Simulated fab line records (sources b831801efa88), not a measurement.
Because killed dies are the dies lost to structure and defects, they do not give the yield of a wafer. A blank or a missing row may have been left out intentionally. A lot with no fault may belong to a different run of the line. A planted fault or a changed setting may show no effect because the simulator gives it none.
A lot that was struck, set against a sound lot | flow sky130 | 43 steps out of a route of 708
Sound: the wafers L887.1, L887.4, L887.5. Struck: wafers L898.3, L898.4, L898.6. The cause is given at the end.
Order at every step that has rows: each side's tool, ch and its chambers, its first start. Under that, the readings that differ: sound wafers | struck wafers | difference of the means | sigmas: that difference in standard deviations of wafers without a fault.
alike: words and numbers the same on both sides, and readings whose means are apart by under 2 such deviations; not compared: readings that were withheld, readings missing a value for some wafer, numbers with overlapping values and no deviation given by the record, and bounds like >300 which may hide the same value.
A row with sigmas, a row that says differs or no value, or rows on one side alone: a step with any of these is where the two part. Numbers that have no deviation but don't overlap get no sigmas and don't part them. A reading that every wafer of one side lacks parts them only if that side has two wafers or more.

SKY_POLY_GATE_CD_MEAS_22:
  sound on cd sem-02, day 20 12:54; struck on cd sem-02, day 24 21:16
  alike: cd nm
then, 7 steps without rows for these wafers: SKY_LDD_N_DEHYDRATE_00 (time 60 s); SKY_LDD_N_HMDS_01 (prime time 60 s); SKY_LDD_N_COAT_02 (resist thk 300 nm); SKY_LDD_N_SOFTBAKE_03 (time 60 s); SKY_LDD_N_EXPOSE_04 (exposes mask NTM, target cd 840 nm); SKY_LDD_N_PEB_05; SKY_LDD_N_DEVELOP_06 (develop time 60 s).
SKY_LDD_N_OVL_MEAS_07:
  sound on overlay-02, day 21 18:35; struck on overlay-01, day 26 02:43
  alike: LDD_N_OVL
then, 3 steps without rows for these wafers: SKY_LDD_N_IMPLANT_08; SKY_LDD_N_IMPLANT_09; SKY_LDD_N_IMPLANT_10.
SKY_LDD_N_IMPLANT_11:
  sound on implanter-02 ch 0, day 21 19:05; struck on implanter-04 ch 0, day 26 03:14
then, 4 steps without rows for these wafers: SKY_LDD_N_IMPLANT_12; SKY_LDD_N_IMPLANT_13; SKY_LDD_N_IMPLANT_14; SKY_LDD_N_IMPLANT_15.
SKY_LDD_N_STRIP_16: strips in O2/N2.
  sound on plasma asher-04 ch 0,1, day 21 19:50; struck on plasma asher-04 ch 0,1, day 26 03:59
  reading                      | sound             | struck            | difference | sigmas
  strip time to endpoint s (s) | 4.294 4.330 4.323 | 4.269 4.284 4.279 | -0.038     | -3
  alike: drypump motor current A, oes product au
  not compared: rf hours counter h
SKY_LDD_N_TW_MEAS_17:
  sound on film metro-02, day 21 19:56; struck on film metro-01, day 26 04:04
  reading  | sound          | struck         | difference | sigmas
  LDD_N_TW | 2580 2579 2593 | 2499 2521 2522 | -70        | -3
then, 7 steps without rows for these wafers: SKY_LDD_P_DEHYDRATE_00 (time 60 s); SKY_LDD_P_HMDS_01 (prime time 60 s); SKY_LDD_P_COAT_02 (resist thk 1140 nm); SKY_LDD_P_SOFTBAKE_03 (time 60 s); SKY_LDD_P_EXPOSE_04 (exposes mask PSDM, target cd 380 nm); SKY_LDD_P_PEB_05; SKY_LDD_P_DEVELOP_06 (develop time 60 s).
SKY_LDD_P_CD_MEAS_07: the cd target is 380 nm.
  sound on cd sem-01, day 23 01:09; struck on cd sem-01, day 27 08:32
  alike: cd nm
SKY_LDD_P_OVL_MEAS_08:
  sound on overlay-01, day 23 01:16; struck on overlay-02, day 27 08:38
  alike: LDD_P_OVL
following that, these wafers have no rows for 1 step: SKY_LDD_P_IMPLANT_09.
SKY_LDD_P_STRIP_10: strips in O2/N2.
  sound on plasma asher-01 ch 0,1, day 23 01:28; struck on plasma asher-03 ch 0,1, day 27 08:50
  alike: drypump motor current A, oes product au, strip time to endpoint s
  not compared: rf hours counter h
SKY_LDD_P_TW_MEAS_11:
  sound on film metro-02, day 23 01:34; struck on film metro-03, day 27 08:56
  alike: LDD_P_TW
then, 7 steps without rows for these wafers: SKY_LDD_HVN_DEHYDRATE_00 (time 60 s); SKY_LDD_HVN_HMDS_01 (prime time 60 s); SKY_LDD_HVN_COAT_02 (resist thk 300 nm); SKY_LDD_HVN_SOFTBAKE_03 (time 60 s); SKY_LDD_HVN_EXPOSE_04 (exposes mask HVNTM, target cd 700 nm); SKY_LDD_HVN_PEB_05; SKY_LDD_HVN_DEVELOP_06 (develop time 60 s).
SKY_LDD_HVN_OVL_MEAS_07:
  sound on overlay-02, day 24 06:43; struck on overlay-02, day 28 12:59
  alike: LDD_HVN_OVL
following that, these wafers have no rows for 1 step: SKY_LDD_HVN_IMPLANT_08.
SKY_LDD_HVN_STRIP_09: strips in O2/N2.
  sound on plasma asher-02 ch 1, day 24 06:54; struck on plasma asher-04 ch 0,1, day 28 13:11
  alike: drypump motor current A, oes product au, strip time to endpoint s
  not compared: rf hours counter h
SKY_LDD_HVN_TW_MEAS_10:
  sound on film metro-02, day 24 07:00; struck on film metro-01, day 28 13:16
  alike: LDD_HVN_TW
-- a jump in the record: the struck wafers' starts before and after are 23 days apart (it breaks off in module LDD_HVN and resumes in module PAD_OPEN, where the first step shown is number 708 of the route) --
SKY_PAD_OPEN_PROBE_99:
  sound on prober-01, day 48 14:16; struck on prober-02, day 51 06:06
  reading                                     | sound                  | struck               | difference | sigmas
  model.etest.tip n.rs ohm sq                 | 438.6 441.4 442        | 465.8 460.8 465.4    | +23.3      |
  model.etest.tip n.rs ohm sq rim less centre | -4.447 -0.8149 -0.6764 | -6.247 -6.593 -5.792 | -4.231     |
  alike: killed_at_M0_to_M3, killed_at_M4_up, killed at contacts, killed at front end, killed at other, killed dies, killed open, killed short
  not compared: model.etest.tip n.rs ohm sq range

WHERE THEY PART
First at SKY_LDD_N_STRIP_16; last, within this record, at SKY_LDD_N_TW_MEAS_17. Later steps at which nothing parts them and some readings are alike: SKY_LDD_P_CD_MEAS_07, SKY_LDD_P_OVL_MEAS_08, SKY_LDD_P_STRIP_10, SKY_LDD_P_TW_MEAS_11, SKY_LDD_HVN_OVL_MEAS_07, SKY_LDD_HVN_STRIP_09, SKY_LDD_HVN_TW_MEAS_10, SKY_PAD_OPEN_PROBE_99.

WHY: what had been put in by the simulator
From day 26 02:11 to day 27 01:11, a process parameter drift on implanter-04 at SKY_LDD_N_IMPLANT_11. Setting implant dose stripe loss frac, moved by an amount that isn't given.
